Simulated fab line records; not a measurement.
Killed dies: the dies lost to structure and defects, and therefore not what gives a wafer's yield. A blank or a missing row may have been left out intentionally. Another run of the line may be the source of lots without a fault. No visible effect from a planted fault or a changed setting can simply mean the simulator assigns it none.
Which tool is to blame? / flow sky130 / Sampling: 13 lots, 39 wafers, 4 of 708 route steps

WHAT EACH GAUGE READ, for each wafer
SKY_VIA3_BOW_MEAS_03. Usual: VIA3_BOW 80 um, standard deviation 7.8.
lot=L232; measured=day 38 15:49; on=film-metro-04; VIA3_BOW (um)=78 83 69; flag=
lot=L233; measured=day 38 17:18; on=film-metro-02; VIA3_BOW (um)=76 76 79; flag=
lot=L234; measured=day 39 09:01; on=film-metro-02; VIA3_BOW (um)=85 102 80; flag=
lot=L235; measured=day 39 12:27; on=film-metro-03; VIA3_BOW (um)=75 73 66; flag=
lot=L236; measured=day 39 22:19; on=film-metro-04; VIA3_BOW (um)=80 81 65; flag=
lot=L237; measured=day 39 23:17; on=film-metro-04; VIA3_BOW (um)=86 76 74; flag=
lot=L238; measured=day 40 14:51; on=film-metro-02; VIA3_BOW (um)=81 85 66; flag=
lot=L242; measured=day 41 13:56; on=film-metro-03; VIA3_BOW (um)=75 86 71; flag=
lot=L243; measured=day 41 19:23; on=film-metro-02; VIA3_BOW (um)=83 82 72; flag=
lot=L244; measured=day 42 09:21; on=film-metro-04; VIA3_BOW (um)=88 81 86; flag=
lot=L247; measured=day 43 02:29; on=film-metro-04; VIA3_BOW (um)=84 84 93; flag=
lot=L253; measured=day 44 18:52; on=film-metro-02; VIA3_BOW (um)=78 85 84; flag=
lot=L255; measured=day 45 10:02; on=film-metro-03; VIA3_BOW (um)=80 78 69; flag=

SKY_CAP2M_THK_MEAS_01. Usual: CAP2M_CVD_00_THK 15.45 nm, standard deviation 0.2.
lot=L232; measured=day 39 18:19; on=film-metro-04; CAP2M_CVD_00_THK (nm)=15.33 15.43 15.31; flag=
lot=L233; measured=day 39 19:34; on=film-metro-03; CAP2M_CVD_00_THK (nm)=15.38 15.37 15.50; flag=
lot=L234; measured=day 40 12:54; on=film-metro-04; CAP2M_CVD_00_THK (nm)=15.21 15.31 15.56; flag=
lot=L235; measured=day 40 15:20; on=film-metro-03; CAP2M_CVD_00_THK (nm)=15.22 15.29 15.65; flag=
lot=L236; measured=day 40 23:50; on=film-metro-01; CAP2M_CVD_00_THK (nm)=15.12 15.35 15.56; flag=
lot=L237; measured=day 41 01:04; on=film-metro-03; CAP2M_CVD_00_THK (nm)=15.33 15.63 15.41; flag=
lot=L238; measured=day 41 16:25; on=film-metro-03; CAP2M_CVD_00_THK (nm)=15.61 15.68 15.54; flag=
lot=L242; measured=day 42 14:52; on=film-metro-01; CAP2M_CVD_00_THK (nm)=15.55 15.42 15.80; flag=
lot=L243; measured=day 42 20:37; on=film-metro-04; CAP2M_CVD_00_THK (nm)=15.33 15.33 15.32; flag=
lot=L244; measured=day 43 10:23; on=film-metro-01; CAP2M_CVD_00_THK (nm)=15.29 15.31 15.60; flag=
lot=L247; measured=day 44 03:31; on=film-metro-04; CAP2M_CVD_00_THK (nm)=15.60 15.40 15.59; flag=
lot=L253; measured=day 45 18:04; on=film-metro-03; CAP2M_CVD_00_THK (nm)=15.41 15.22 15.38; flag=
lot=L255; measured=day 46 08:35; on=film-metro-01; CAP2M_CVD_00_THK (nm)=15.50 15.41 15.64; flag=

SKY_VIA4_THK_MEAS_01. Usual: VIA4_HDPCVD_THK 1751 nm, standard deviation 17.
lot=L232; measured=day 41 20:32; on=film-metro-02; VIA4_HDPCVD_THK (nm)=1766 1729 1739; flag=
lot=L233; measured=day 41 22:39; on=film-metro-01; VIA4_HDPCVD_THK (nm)=1747 1761 1722; flag=
lot=L234; measured=day 42 13:41; on=film-metro-04; VIA4_HDPCVD_THK (nm)=1755 1764 1756; flag=
lot=L235; measured=day 42 16:05; on=film-metro-04; VIA4_HDPCVD_THK (nm)=1757 1738 1719; flag=
lot=L236; measured=day 43 01:03; on=film-metro-01; VIA4_HDPCVD_THK (nm)=1755 1747 1789; flag=
lot=L237; measured=day 43 01:11; on=film-metro-02; VIA4_HDPCVD_THK (nm)=1746 1784 1746; flag=
lot=L238; measured=day 43 16:18; on=film-metro-04; VIA4_HDPCVD_THK (nm)=1736 1711 1727; flag=
lot=L242; measured=day 44 16:11; on=film-metro-01; VIA4_HDPCVD_THK (nm)=1752 1752 1746; flag=
lot=L243; measured=day 44 19:42; on=film-metro-01; VIA4_HDPCVD_THK (nm)=1741 1735 1757; flag=
lot=L244; measured=day 45 08:24; on=film-metro-04; VIA4_HDPCVD_THK (nm)=1731 1738 1750; flag=
lot=L247; measured=day 46 00:45; on=film-metro-02; VIA4_HDPCVD_THK (nm)=1732 1777 1750; flag=
lot=L253; measured=day 47 13:22; on=film-metro-02; VIA4_HDPCVD_THK (nm)=1775 1769 1780; flag=
lot=L255; measured=day 48 02:47; on=film-metro-01; VIA4_HDPCVD_THK (nm)=1761 1765 1759; flag=

EACH LOT AND THE TOOL THAT RAN IT (in order: tool; ch and the chambers of the sampled wafers; start)
lot=L232; SKY_VIA3_CLEAN_19=wet-bench-03 ch 2, day 39 17:22
lot=L233; SKY_VIA3_CLEAN_19=wet-bench-01 ch 3, day 39 18:37
lot=L234; SKY_VIA3_CLEAN_19=wet-bench-01 ch 2, day 40 11:56
lot=L235; SKY_VIA3_CLEAN_19=wet-bench-04 ch 2, day 40 14:16
lot=L236; SKY_VIA3_CLEAN_19=wet-bench-04 ch 1, day 40 22:49
lot=L237; SKY_VIA3_CLEAN_19=wet-bench-04 ch 0, day 41 00:01
lot=L238; SKY_VIA3_CLEAN_19=wet-bench-01 ch 3, day 41 15:19
lot=L242; SKY_VIA3_CLEAN_19=wet-bench-01 ch 2, day 42 13:56
lot=L243; SKY_VIA3_CLEAN_19=wet-bench-01 ch 1, day 42 19:39
lot=L244; SKY_VIA3_CLEAN_19=wet-bench-03 ch 3, day 43 09:05
lot=L247; SKY_VIA3_CLEAN_19=wet-bench-03 ch 0, day 44 02:28
lot=L253; SKY_VIA3_CLEAN_19=wet-bench-04 ch 1, day 45 17:07
lot=L255; SKY_VIA3_CLEAN_19=wet-bench-04 ch 1, day 46 07:39
- SKY_VIA3_CLEAN_19: cleans in O3/DIW.

AS READ BY THE TOOLS THEMSELVES (means over the sampled wafers that have a number; for cases with no such wafer, the mark the record gives instead)
The record holds no such reading with a usual standard deviation.

THE ANSWER, worked out from the rows above alone
Rule: a lot counts as off when the mean over its wafers that have a number is more than 3 standard deviations away from the usual mean. Also off: a lot with no number at a reading for which 4 or more lots have one. Any other lot the step has rows for is counted as sound. First the gauges in route order, then the tools' own readings, where a lot's mean is used as printed above. The first step at which some lot is off is used, and at that step the reading that is off furthest; a lot without a number counts as furthest.
Nothing can be told from this: no lot is off at any reading shown.

WHAT THE SIMULATOR HAD INSERTED
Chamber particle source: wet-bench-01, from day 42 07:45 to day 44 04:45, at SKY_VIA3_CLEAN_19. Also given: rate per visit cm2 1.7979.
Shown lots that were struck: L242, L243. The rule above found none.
